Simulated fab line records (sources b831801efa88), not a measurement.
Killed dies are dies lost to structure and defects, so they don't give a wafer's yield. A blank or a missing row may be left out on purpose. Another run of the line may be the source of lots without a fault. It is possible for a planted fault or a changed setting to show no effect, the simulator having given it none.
Matching of chambers | flow gf180mcu | 4 sister chambers for GF_V2_CMP_04 on cmp-01
The step polishes SiO2. 4 wafers are shown with their chamber, then 8 later ones without.

== WAFERS WITH THEIR CHAMBER ==
wafer  | chamber | motor_current_A (A)
L514.3 | 0       | 10.7
L514.4 | 3       | 14.5
L516.6 | 2       | 13.3
L519.1 | 1       | 11.1

== WAFERS WITHOUT THEIR CHAMBER ==
wafer  | motor_current_A (A)
L519.2 | 10.7
L519.4 | 14.0
L521.2 | 11.0
L520.2 | 14.3
L520.3 | 10.8
L528.1 | 10.6
L528.2 | 13.8
L528.6 | 10.6

== WHICH CHAMBER EACH ONE RAN IN ==
wafer  | from the rows above     | in truth
L519.2 | can't be placed: 0 or 1 | 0
L519.4 | can't be placed: 3 or 2 | 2
L521.2 | can't be placed: 1 or 0 | 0
L520.2 | 3                       | 3
L520.3 | can't be placed: 0 or 1 | 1
L528.1 | can't be placed: 0 or 1 | 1
L528.2 | can't be placed: 2 or 3 | 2
L528.6 | can't be placed: 0 or 1 | 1
1 of 8 placed correctly. Unplaceable from these rows: 7, with the true chamber sitting among the candidates in 7. Wrongly placed: 0.
How it was worked out, from the rows above alone: a wafer's distance from a chamber is the root of the sum, over the readings, of the square of ((its reading less the chamber's mean) divided by the reading's scatter). If the next closest chamber is less than 2 further off than the closest, the wafer can't be placed; otherwise it belongs to the closest. Each chamber's mean is taken over the wafers shown for it. The scatter: root of mean squared gap, hidden wafer to nearest shown wafer, with one shown wafer a chamber.
